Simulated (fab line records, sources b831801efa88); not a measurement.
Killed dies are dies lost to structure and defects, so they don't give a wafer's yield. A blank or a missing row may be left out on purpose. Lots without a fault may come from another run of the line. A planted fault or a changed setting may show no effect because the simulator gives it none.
fab line records | flow sky130 | part 1 of 2: steps 1 to 26 of 38
record lots=5 wafers=15 last_day=50
route steps=708 shown VIA4@652 METAL5@661 PASSIVATION@681
lots that met no fault: from a run of the same line without faults
start_h: hours from the record's first day to the start of the lot's first wafer shown | wait_h: hours since the lot's step before | " the same as in the row above | L1.1+2: a row that stands for several wafers | - no value, or no start given | * or withheld: withheld | < > ~ a bound
route shown NAME@n: a module of which the file shows steps, and the number in the route of the first | usual: mean/standard deviation of fault-free wafers | same: alike in all rows | chamber/n: place in a boat | sites: the reading at each site | _std_site: their standard deviation | _edge_site: outer sites' mean less inner sites' | radius_mm: how far each site lies from the wafer's centre | mask NAME#n: copy n | behind: the tool/chamber that last shaped the wafer | hold: why the lot was held/for how many hours/how that ended | device: the transistor (n, p or np) that didn't switch | end of line: the same wafers' tests at the end of the route | a step without rows: its recipe alone | killed: dies lost to structure and defects at the first sort, not the wafer's yield | map: a wafer's dies, x killed, . not, _ none there
set.NAME: the setting as run; set.NAME@STEP: as run at that earlier step | model.NAME: the simulator's own value behind a step, which no gauge read
lots at some steps of the route; a table a step, a row a wafer
services: from which hour (start_h, from the record's first day; less than 0 if before it) a tool's chamber was out of use, for how many hours, and why
## steps
# step SKY_VIA4_STRIP_13
# recipe chemistry=O2/N2 power_w=1400 pressure_mtorr=1500 platen_temp_c=withheld o2_flow_sccm=3000 n2_flow_sccm=300 overash_fraction=0.5
# usual drypump_motor_current_A=5.5/0.47 oes_product_au=0.710/0.0045 strip_time_to_endpoint_s=12.802/0.025
# columns lot.wafer tool chamber start_h wait_h drypump_motor_current_A oes_product_au rf_hours_counter_h strip_time_to_endpoint_s
L074.1 plasma_asher-01 0 1005.61 - 5.7 0.720 90 12.788
L074.3 " 0 " " 5.7 0.706 - 12.804
L074.6 " 0 " " 5.7 0.712 - 12.798
L078.2 plasma_asher-02 1 1043.12 - 5.0 0.711 32 12.797
L078.3 " 1 " " 5.0 0.710 - 12.820
L078.4 " 0 " " 5.9 0.712 - 12.807
L088.1 plasma_asher-02 1 1101.22 - 5.0 0.714 38 12.818
L088.2 " 0 " " 5.9 0.702 38 12.774
L088.6 " 1 " " 5.0 0.717 - 12.767
L090.3 plasma_asher-02 1 1111.87 - 5.0 0.709 - 12.803
L090.4 " 0 " " 5.9 0.710 - 12.819
L090.5 " 1 " " 5.0 0.713 - 12.786
L095.1 plasma_asher-02 0 1140.72 - 5.9 0.708 42 12.824
L095.2 " 1 " " 5.0 0.708 42 12.751
L095.3 " 0 " " 5.9 0.716 - 12.730
# step SKY_VIA4_STRIP_14
# recipe chemistry=post_etch_residue_remover time_s=1200 temp_c=72.5
# columns lot.wafer tool chamber start_h wait_h
L074.1+3+6 wet_bench-04 0 1005.71 0.1
L078.2+3+4 wet_bench-01 0 1043.22 0.1
L088.1+2+6 wet_bench-04 2 1101.32 0.1
L090.3+4+5 wet_bench-04 3 1111.97 0.1
L095.1+2+3 wet_bench-04 0 1140.82 0.1
# step SKY_VIA4_CLEAN_15
# recipe chemistry=IPA time_s=180 temp_c=25
# columns lot.wafer tool chamber start_h wait_h
L074.1+3+6 wet_bench-01 3 1006.06 0.0
L078.2+3+4 wet_bench-04 3 1043.56 0.0
L088.1+2+6 wet_bench-03 0 1101.66 0.0
L090.3+4+5 wet_bench-04 2 1112.37 0.1
L095.1+2+3 wet_bench-03 1 1141.16 0.0
# step SKY_VIA4_CLEAN_16
# recipe chemistry=O3/DIW dry=n2_spin
# columns lot.wafer tool chamber start_h wait_h
L074.1+3+6 wet_bench-03 1 1006.12 0.0
L078.2+3+4 wet_bench-01 3 1043.62 0.0
L088.1+2+6 wet_bench-04 1 1101.72 0.0
L090.3+4+5 wet_bench-04 1 1112.52 0.1
L095.1+2+3 wet_bench-03 0 1141.22 0.0
# step SKY_VIA4_SPUTTER_17
# recipe material=TiN target_thk_nm=20 chamber_pressure_pa=5 power_w=4000 time_s=80
# usual throttle_valve_pct=30.0/1
# columns lot.wafer tool chamber start_h wait_h throttle_valve_pct
L074.1 pvd_sputter-01 - 1006.21 0.0 27.9
L074.3 " - " " 29.7
L074.6 " - " " 29.7
L078.2 pvd_sputter-01 - 1043.71 0.0 27.7
L078.3 " - " " 31.3
L078.4 " - " " 31.3
L088.1 pvd_sputter-01 - 1101.81 0.0 31.4
L088.2 " - " " 30.2
L088.6 " - " " 31.5
L090.3 pvd_sputter-02 - 1112.61 0.0 30.4
L090.4 " - " " 30.2
L090.5 " - " " 31.2
L095.1 pvd_sputter-02 - 1141.31 0.0 30.5
L095.2 " - " " 30.3
L095.3 " - " " 30.0
# step SKY_VIA4_CVD_18
# recipe material=W target_thk_nm=505 time_s=152.14 temp_c=400 pressure_torr=40
# usual heater_power_w=803/49
# columns lot.wafer tool chamber start_h wait_h heater_power_w since_wet_clean_h
L074.1 cvd_w-01 1 1006.27 0.0 724 88
L074.3 " 0 " " 678 -
L074.6 " 0 " " 679 -
L078.2 cvd_w-02 0 1043.85 0.1 838 640
L078.3 " 0 " " 866 -
L078.4 " 1 " " 832 -
L088.1 cvd_w-02 0 1101.87 0.0 824 698
L088.2 " 1 " " 823 698
L088.6 " 0 " " 848 -
L090.3 cvd_w-02 1 1112.80 0.2 819 -
L090.4 " 0 " " 861 -
L090.5 " 1 " " 797 -
L095.1 cvd_w-01 1 1141.37 0.0 739 223
L095.2 " 0 " " 681 223
L095.3 " 0 " " 681 -
# step SKY_VIA4_RS_MEAS_19
# recipe thk_meas_gauge=four-point-probe reads=W_of_VIA4_CVD_18+TiN_of_VIA4_SPUTTER_17
# usual VIA4_W_RS=0.2263/0.0023
# columns lot.wafer tool chamber start_h wait_h VIA4_W_RS[ohm/sq]
L074.1 film_metro-04 - 1006.42 0.1 0.2272
L074.3 " - " " 0.2264
L074.6 " - " " 0.2264
L078.2 film_metro-04 - 1044.03 0.1 0.2251
L078.3 " - " " 0.2253
L078.4 " - " " 0.2257
L088.1 film_metro-02 - 1102.02 0.1 0.2236
L088.2 " - " " 0.2267
L088.6 " - " " 0.2256
L090.3 film_metro-04 - 1112.97 0.1 0.2280
L090.4 " - " " 0.2226
L090.5 " - " " 0.2278
L095.1 film_metro-03 - 1141.52 0.1 0.2253
L095.2 " - " " 0.2240
L095.3 " - " " 0.2297
# step SKY_VIA4_THK_MEAS_20
# recipe thk_meas_gauge=xrf reads=W_of_VIA4_CVD_18
# usual VIA4_W_THK=491/4.8
# columns lot.wafer tool chamber start_h wait_h VIA4_W_THK[nm]
L074.1 film_metro-04 - 1006.54 0.1 486
L074.3 " - " " 488
L074.6 " - " " 489
L078.2 film_metro-04 - 1044.14 0.1 496
L078.3 " - " " 490
L078.4 " - " " 491
L088.1 film_metro-02 - 1102.14 0.1 499
L088.2 " - " " 485
L088.6 " - " " 494
L090.3 film_metro-04 - 1113.07 0.1 482
L090.4 " - " " 497
L090.5 " - " " 486
L095.1 film_metro-03 - 1141.64 0.1 494
L095.2 " - " " 494
L095.3 " - " " 486
# step SKY_VIA4_CMP_21
# recipe stop_on=SiO2 t_overpolish_s=25 down_force_psi=3.5 platen_rpm=60 target_thk_nm=0 pad_velocity_m_s=0.94248
# usual head_pressure_psi=3.499/0.0072 motor_current_A=10.8/1.4 overpolish_run_s=24.999/0.0096 time_to_endpoint_s=122/3.6
# columns lot.wafer tool chamber start_h wait_h head_pressure_psi motor_current_A overpolish_run_s time_to_endpoint_s
L074.1 cmp-01 0 1006.65 0.1 3.508 11.6 24.993 122
L074.3 " 2 " " 3.504 12.8 25.000 122
L074.6 " 0 " " 3.496 11.3 25.005 125
L078.4 cmp-02 2 1044.19 0.0 3.497 12.3 24.996 126
L078.2 " 3 " " 3.498 10.7 24.998 118
L078.3 " 1 " " 3.499 8.8 25.002 120
L088.1 cmp-01 2 1102.20 0.1 3.512 13.3 25.007 119
L088.2 " 3 " " 3.495 9.5 24.992 114
L088.6 " 2 " " 3.499 12.3 25.003 119
L090.4 cmp-01 1 1113.32 0.2 3.493 11.1 24.993 123
L090.3 " 2 " " 3.503 13.5 24.989 118
L090.5 " 1 " " 3.484 11.3 24.985 124
L095.3 cmp-01 1 1141.81 0.1 3.495 11.6 25.017 123
L095.1 " 2 " " 3.492 13.0 24.980 124
L095.2 " 3 " " 3.506 9.5 24.997 120
# step SKY_METAL5_SPUTTER_00
# recipe material=Ti target_thk_nm=15 power_w=3000 time_s=10 chamber_pressure_pa=0.4
# usual throttle_valve_pct=30.2/0.55
# columns lot.wafer tool chamber start_h wait_h throttle_valve_pct
L074.1 pvd_sputter-04 - 1006.90 0.2 29.4
L074.3 " - " " 30.3
L074.6 " - " " 30.2
L078.2 pvd_sputter-02 - 1044.49 0.2 30.3
L078.3 " - " " 30.4
L078.4 " - " " 30.4
L088.1 pvd_sputter-02 - 1102.50 0.2 31.0
L088.2 " - " " 30.6
L088.6 " - " " 31.1
L090.3 pvd_sputter-02 - 1113.62 0.2 30.1
L090.4 " - " " 30.5
L090.5 " - " " 30.1
L095.1 pvd_sputter-03 - 1142.11 0.2 30.1
L095.2 " - " " 29.0
L095.3 " - " " 30.7
# step SKY_METAL5_SPUTTER_01
# recipe material=TiN target_thk_nm=20 power_w=6500 time_s=16.7 chamber_pressure_pa=0.4
# usual throttle_valve_pct=30.2/0.58
# columns lot.wafer tool chamber start_h wait_h throttle_valve_pct
L074.1 pvd_sputter-04 - 1006.93 0.0 29.3
L074.3 " - " " 30.5
L074.6 " - " " 30.4
L078.2 pvd_sputter-02 - 1044.51 0.0 30.1
L078.3 " - " " 30.6
L078.4 " - " " 30.4
L088.1 pvd_sputter-02 - 1102.52 0.0 31.3
L088.2 " - " " 30.8
L088.6 " - " " 31.1
L090.3 pvd_sputter-02 - 1113.64 0.0 29.8
L090.4 " - " " 30.5
L090.5 " - " " 30.4
L095.1 pvd_sputter-03 - 1142.13 0.0 30.2
L095.2 " - " " 29.1
L095.3 " - " " 30.3
# step SKY_METAL5_SPUTTER_02
# recipe material=AlCu target_thk_nm=1150 power_w=10600 time_s=61.2 chamber_pressure_pa=0.4
# usual throttle_valve_pct=30.2/0.56
# columns lot.wafer tool chamber start_h wait_h throttle_valve_pct
L074.1 pvd_sputter-04 - 1006.95 0.0 29.5
L074.3 " - " " 30.7
L074.6 " - " " 29.8
L078.2 pvd_sputter-02 - 1044.53 0.0 29.8
L078.3 " - " " 30.6
L078.4 " - " " 30.7
L088.1 pvd_sputter-02 - 1102.55 0.0 31.1
L088.2 " - " " 30.5
L088.6 " - " " 31.4
L090.3 pvd_sputter-02 - 1113.67 0.0 30.2
L090.4 " - " " 30.5
L090.5 " - " " 30.1
L095.1 pvd_sputter-03 - 1142.16 0.0 30.1
L095.2 " - " " 29.1
L095.3 " - " " 30.5
# step SKY_METAL5_SPUTTER_03
# recipe material=Ti target_thk_nm=5 power_w=3000 time_s=3.3 chamber_pressure_pa=0.4
# usual throttle_valve_pct=30.2/0.56
# columns lot.wafer tool chamber start_h wait_h throttle_valve_pct
L074.1 pvd_sputter-04 - 1007.00 0.0 29.3
L074.3 " - " " 30.5
L074.6 " - " " 30.2
L078.2 pvd_sputter-02 - 1044.58 0.0 30.3
L078.3 " - " " 30.3
L078.4 " - " " 30.3
L088.1 pvd_sputter-02 - 1102.60 0.0 31.3
L088.2 " - " " 30.6
L088.6 " - " " 31.2
L090.3 pvd_sputter-02 - 1113.72 0.0 30.1
L090.4 " - " " 30.4
L090.5 " - " " 30.5
L095.1 pvd_sputter-03 - 1142.21 0.0 30.0
L095.2 " - " " 28.7
L095.3 " - " " 30.5
# step SKY_METAL5_SPUTTER_04
# recipe material=TiN target_thk_nm=70 power_w=6500 time_s=58.3 chamber_pressure_pa=0.4
# usual throttle_valve_pct=30.2/0.58
# columns lot.wafer tool chamber start_h wait_h throttle_valve_pct
L074.1 pvd_sputter-04 - 1007.02 0.0 29.4
L074.3 " - " " 30.7
L074.6 " - " " 30.2
L078.2 pvd_sputter-02 - 1044.60 0.0 30.3
L078.3 " - " " 30.5
L078.4 " - " " 30.5
L088.1 pvd_sputter-02 - 1102.62 0.0 31.4
L088.2 " - " " 30.7
L088.6 " - " " 31.3
L090.3 pvd_sputter-02 - 1113.74 0.0 29.9
L090.4 " - " " 30.3
L090.5 " - " " 30.4
L095.1 pvd_sputter-03 - 1142.22 0.0 30.1
L095.2 " - " " 29.0
L095.3 " - " " 30.5
# step SKY_METAL5_RS_MEAS_05
# recipe thk_meas_gauge=four-point-probe reads=TiN_of_METAL5_SPUTTER_04+Ti_of_METAL5_SPUTTER_03+AlCu_of_METAL5_SPUTTER_02+TiN_of_METAL5_SPUTTER_01+Ti_of_METAL5_SPUTTER_00
# usual METAL5_ALCU_RS=0.02701/0.00022
# columns lot.wafer tool chamber start_h wait_h METAL5_ALCU_RS[ohm/sq]
L074.1 film_metro-02 - 1007.07 0.0 0.02677
L074.3 " - " " 0.02651
L074.6 " - " " 0.0269
L078.2 film_metro-02 - 1044.67 0.0 0.02713
L078.3 " - " " 0.02688
L078.4 " - " " 0.02691
L088.1 film_metro-01 - 1102.67 0.0 0.02695
L088.2 " - " " 0.02685
L088.6 " - " " 0.02699
L090.3 film_metro-04 - 1113.83 0.1 0.02739
L090.4 " - " " 0.02741
L090.5 " - " " 0.02747
L095.1 film_metro-02 - 1142.27 0.0 0.027
L095.2 " - " " 0.0273
L095.3 " - " " 0.02701
# step SKY_METAL5_THK_MEAS_06
# recipe thk_meas_gauge=xrf reads=AlCu_of_METAL5_SPUTTER_02
# usual METAL5_ALCU_THK=1142/9.7
# columns lot.wafer tool chamber start_h wait_h METAL5_ALCU_THK[nm]
L074.1 film_metro-02 - 1007.19 0.1 1136
L074.3 " - " " 1152
L074.6 " - " " 1144
L078.2 film_metro-02 - 1044.78 0.1 1138
L078.3 " - " " 1151
L078.4 " - " " 1138
L088.1 film_metro-01 - 1102.79 0.1 1144
L088.2 " - " " 1148
L088.6 " - " " 1138
L090.3 film_metro-04 - 1113.93 0.1 1131
L090.4 " - " " 1123
L090.5 " - " " 1127
L095.1 film_metro-02 - 1142.39 0.1 1149
L095.2 " - " " 1134
L095.3 " - " " 1150
# step SKY_METAL5_DEHYDRATE_07
# recipe temp_c=200 time_s=60
# usual plate_temp_C=200.00/0.17
# columns lot.wafer tool chamber start_h wait_h plate_temp_C
L074.1 litho_track-01 0 1018.26 11.1 199.97
L074.3 " 0 " " 200.09
L074.6 " 0 " " 199.97
L078.2 litho_track-04 0 1054.33 9.5 200.17
L078.3 " 0 " " 200.07
L078.4 " 0 " " 200.14
L088.1 litho_track-04 0 1112.61 9.8 199.99
L088.2 " 0 " " 199.92
L088.6 " 0 " " 199.95
L090.3 litho_track-03 0 1122.51 8.6 200.05
L090.4 " 0 " " 200.02
L090.5 " 0 " " 199.92
L095.1 litho_track-01 0 1151.76 9.4 199.87
L095.2 " 0 " " 199.85
L095.3 " 0 " " 199.80
# step SKY_METAL5_HMDS_08
# recipe prime_time_s=60 prime_temp_c=120
# columns lot.wafer tool chamber start_h wait_h
L074.1+3+6 litho_track-01 0 1018.41 0.1
L078.2+3+4 litho_track-04 0 1054.48 0.1
L088.1+2+6 litho_track-04 0 1112.76 0.1
L090.3+4+5 litho_track-03 0 1122.66 0.1
L095.1+2+3 litho_track-01 0 1151.91 0.1
# step SKY_METAL5_COAT_09
# recipe resist=NOVOLAK spin_rpm=3000 resist_thk_nm=1800
# columns lot.wafer tool chamber start_h wait_h
L074.1+3+6 litho_track-01 0 1018.56 0.1
L078.2+3+4 litho_track-04 0 1054.63 0.1
L088.1+2+6 litho_track-04 0 1112.91 0.1
L090.3+4+5 litho_track-03 0 1122.81 0.1
L095.1+2+3 litho_track-01 0 1152.06 0.1
# step SKY_METAL5_SOFTBAKE_10
# recipe temp_c=90 time_s=60 resist=NOVOLAK
# usual plate_temp_C=90.04/0.11
# columns lot.wafer tool chamber start_h wait_h plate_temp_C
L074.1 litho_track-01 0 1018.71 0.1 90.24
L074.3 " 0 " " 90.27
L074.6 " 0 " " 90.16
L078.2 litho_track-04 0 1054.78 0.1 89.92
L078.3 " 0 " " 90.00
L078.4 " 0 " " 89.93
L088.1 litho_track-04 0 1113.06 0.1 90.06
L088.2 " 0 " " 90.11
L088.6 " 0 " " 89.96
L090.3 litho_track-03 0 1122.96 0.1 90.13
L090.4 " 0 " " 89.97
L090.5 " 0 " " 90.07
L095.1 litho_track-01 0 1152.21 0.1 90.16
L095.2 " 0 " " 90.12
L095.3 " 0 " " 89.90
# step SKY_METAL5_EXPOSE_11
# recipe mask_id=MM5 na=0.6 source_shape=conventional sigma_outer=0.6 polarization=unpolarized target_cd_nm=1600 dose_mj=190
# columns lot.wafer tool chamber start_h wait_h mask
L074.1+3+6 iline_stepper-02 0 - - MM5#0
L078.2+3+4 iline_stepper-01 0 - - MM5#0
L088.1+2+6 iline_stepper-02 0 - - MM5#0
L090.3+4+5 iline_stepper-02 0 - - MM5#0
L095.1+2+3 iline_stepper-01 0 - - MM5#0
# step SKY_METAL5_PEB_12
# recipe temp_c=withheld time_s=* resist=NOVOLAK
# columns lot.wafer tool chamber start_h wait_h
L074.1+3+6 litho_track-01 0 - -
L078.2+3+4 litho_track-04 0 - -
L088.1+2+6 litho_track-01 0 - -
L090.3+4+5 litho_track-04 0 - -
L095.1+2+3 litho_track-03 0 - -
# step SKY_METAL5_DEVELOP_13
# recipe resist=NOVOLAK developer=TMAH develop_time_s=60 dev_temp_c=23
# columns lot.wafer tool chamber start_h wait_h
L074.1+3+6 litho_track-01 0 1029.61 0.1
L078.2+3+4 litho_track-04 0 1065.88 0.1
L088.1+2+6 litho_track-01 0 1121.66 0.1
L090.3+4+5 litho_track-04 0 1133.86 0.1
L095.1+2+3 litho_track-03 0 1160.31 0.1
# step SKY_METAL5_DESCUM_14
# recipe chemistry=O2 source_power_w=150 bias_power_w=0 pressure_mtorr=10 temp_c=40 time_s=11
# usual drypump_motor_current_A=5.58/0.22 oes_product_au=1.003/0.0067 rf_fwd_power_W=147.3/1.1
# same bias_power_w=0
# columns lot.wafer tool chamber start_h wait_h drypump_motor_current_A oes_product_au rf_fwd_power_W rf_hours_counter_h
L074.1 rie_metal-02 1 1029.76 0.1 5.45 1.006 146.5 19
L074.3 " 0 " " 5.45 1.014 147.7 -
L074.6 " 0 " " 5.46 1.005 146.9 -
L078.2 rie_metal-04 0 1066.01 0.1 5.45 1.007 146.4 14
L078.3 " 1 " " 5.93 1.010 149.1 -
L078.4 " 0 " " 5.39 1.007 146.9 -
L088.1 rie_metal-02 0 1121.81 0.1 5.45 1.006 148.2 16
L088.2 " 1 " " 5.49 1.014 146.1 26
L088.6 " 0 " " 5.45 1.001 147.4 -
L090.3 rie_metal-01 1 1133.98 0.1 5.86 0.999 148.8 -
L090.4 " 1 " " 5.85 0.996 148.6 -
L090.5 " 1 " " 5.88 0.994 149.0 -
L095.1 rie_metal-01 1 1160.46 0.1 5.88 1.003 148.5 26
L095.2 " 0 " " 5.39 1.000 145.9 2
L095.3 " 0 " " 5.41 1.003 145.8 -
# step SKY_METAL5_METAL_ETCH_15
# recipe target_depth_a=12600 stop_on=SiO2 over_etch_frac=0.2 time_s=252 chemistry=Cl2/BCl3 resist_sidewall_deg=86 pressure_mtorr=10 icp_w=900 bias_w=48.5 Cl2_flow_sccm=60 bcl3_flow_sccm=30
# usual drypump_motor_current_A=5.58/0.22 oes_product_au=0.894/0.0051 rf_fwd_power_W=897.9/2.8 throttle_valve_pct=22.264/0.0081
# columns lot.wafer tool chamber start_h wait_h drypump_motor_current_A oes_product_au rf_fwd_power_W rf_hours_counter_h throttle_valve_pct
L074.1 rie_metal-02 1 1029.80 0.0 5.45 0.894 897.4 19 22.270
L074.3 " 0 " " 5.45 0.883 894.8 - 22.262
L074.6 " 0 " " 5.43 0.886 894.8 - 22.247
L078.2 rie_metal-04 0 1066.04 0.0 5.39 0.886 897.9 14 22.271
L078.3 " 1 " " 5.93 0.891 896.1 - 22.263
L078.4 " 0 " " 5.36 0.891 898.8 - 22.263
L088.1 rie_metal-02 0 1121.85 0.0 5.47 0.901 896.5 16 22.273
L088.2 " 1 " " 5.51 0.889 895.2 26 22.265
L088.6 " 0 " " 5.45 0.896 901.0 - 22.280
L090.3 rie_metal-01 1 1134.18 0.2 5.85 0.895 894.6 - 22.274
L090.4 " 1 " " 5.88 0.902 894.2 - 22.282
L090.5 " 1 " " 5.86 0.896 899.2 - 22.271
L095.1 rie_metal-01 1 1160.49 0.0 5.87 0.895 901.5 26 22.265
L095.2 " 0 " " 5.36 0.901 896.7 2 22.261
L095.3 " 0 " " 5.36 0.902 894.4 - 22.270
# step SKY_METAL5_STRIP_16
# recipe chemistry=O2/N2 power_w=1400 pressure_mtorr=1500 platen_temp_c=withheld o2_flow_sccm=3000 n2_flow_sccm=300 overash_fraction=0.5
# usual drypump_motor_current_A=5.4/0.4 oes_product_au=0.710/0.005 strip_time_to_endpoint_s=13.04/0.099
# columns lot.wafer tool chamber start_h wait_h drypump_motor_current_A oes_product_au rf_hours_counter_h strip_time_to_endpoint_s
L074.1 plasma_asher-03 1 1030.03 0.2 5.7 0.715 56 12.90
L074.3 " 1 " " 5.7 0.717 - 13.07
L074.6 " 1 " " 5.7 0.712 - 13.05
L078.2 plasma_asher-02 0 1066.28 0.2 5.9 0.710 34 12.95
L078.3 " 0 " " 5.9 0.710 - 12.86
L078.4 " 1 " " 5.0 0.710 - 12.97
L088.1 plasma_asher-03 0 1122.08 0.2 4.9 0.705 66 12.99
L088.2 " 1 " " 5.7 0.696 66 12.99
L088.6 " 0 " " 4.9 0.714 - 13.07
L090.3 plasma_asher-03 0 1134.53 0.3 4.9 0.711 - 12.97
L090.4 " 1 " " 5.7 0.706 - 13.02
L090.5 " 1 " " 5.7 0.708 - 12.86
L095.1 plasma_asher-03 1 1160.73 0.2 5.7 0.717 70 13.10
L095.2 " 0 " " 4.9 0.701 70 13.10
L095.3 " 0 " " 4.9 0.710 - 13.14
